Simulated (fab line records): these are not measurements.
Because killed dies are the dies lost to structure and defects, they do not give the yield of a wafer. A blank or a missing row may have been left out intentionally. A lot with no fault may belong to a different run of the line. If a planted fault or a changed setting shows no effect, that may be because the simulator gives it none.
Which of the tools did it? | flow sky130 | 72 wafers sampled from 24 lots at 1 step of a route of 708

== WHAT THE GAUGES READ, wafer by wafer ==
SKY_VT_ADJUST_HVTP_OVL_MEAS_08.
lot  | measured     | on         | VT_ADJUST_HVTP_OVL (nm)
L074 | day 5 22:02  | overlay-01 | -1.1 -0.3 2.2
L075 | day 6 11:18  | overlay-02 | -1.5 0.6 0.4
L076 | day 6 17:23  | overlay-01 | 0.1 2.1 1.1
L077 | day 6 23:44  | overlay-01 | 0.0 3.0 0.0
L078 | day 7 07:09  | overlay-02 | 3.7 1.9 1.8
L079 | day 7 11:35  | overlay-01 | 0.4 0.7 1.5
L080 | day 7 19:30  | overlay-02 | -1.3 2.0 -1.5
L081 | day 7 19:49  | overlay-02 | 2.2 0.5 1.3
L082 | day 8 04:05  | overlay-01 | 0.1 -0.2 0.3
L083 | day 8 12:24  | overlay-02 | 1.0 0.7 1.1
L084 | day 9 00:57  | overlay-01 | 2.0 0.6 2.4
L085 | day 9 06:38  | overlay-02 | 0.7 2.1 1.0
L086 | day 9 12:59  | overlay-02 | -0.3 0.8 0.2
L087 | day 9 17:56  | overlay-01 | -1.2 0.4 1.0
L088 | day 9 21:14  | overlay-02 | -1.7 0.9 0.7
L089 | day 10 05:36 | overlay-02 | 0.5 -1.2 -0.3
L090 | day 10 12:02 | overlay-02 | -0.2 2.1 0.3
L091 | day 10 15:28 | overlay-01 | 1.6 1.0 -0.4
L092 | day 10 22:39 | overlay-02 | -0.4 0.3 -0.8
L093 | day 11 00:52 | overlay-01 | 0.2 1.3 3.0
L094 | day 11 06:31 | overlay-01 | -1.3 -1.1 0.5
L095 | day 11 12:19 | overlay-02 | -1.2 -0.5 -1.9
L096 | day 11 21:13 | overlay-02 | 1.3 1.0 0.9
L097 | day 12 02:38 | overlay-02 | 0.4 0.7 1.0

== EACH LOT AND THE TOOL THAT RAN IT (in order: tool; ch and the chambers of the sampled wafers; start) ==
Record: no process step prior to these readings.

== WHAT THE TOOLS THEMSELVES READ (means of the sampled wafers that have a number; where no wafer has one, the mark that the record gives instead) ==
The record holds no such reading with a usual standard deviation.

== THE ANSWER, worked out from the rows above alone ==
Rule: usual is defined by the lots themselves. The widest of any qualifying gaps counts: lots, ordered by their means at a reading, are off when they make up no more than a third of the lots, leave a main group of 4 or more, and stand apart from it by 3 or more times the standard deviation of that group's means. The tables above print the reading to a certain number of digits; a main group whose means all agree to those digits is not used. Also off: a lot with no number at a reading for which 4 or more lots have one. The other lots that the step has rows for count as sound. After the gauges, taken in route order, come the tools' own readings; for these a lot's mean is taken, as printed above. At the first step where some lot is off, the reading lying furthest off is the one used; lots without a number count as furthest.
No lot is off at any reading shown: from this, nothing can be told.

== WHAT THE SIMULATOR HAD PUT IN ==
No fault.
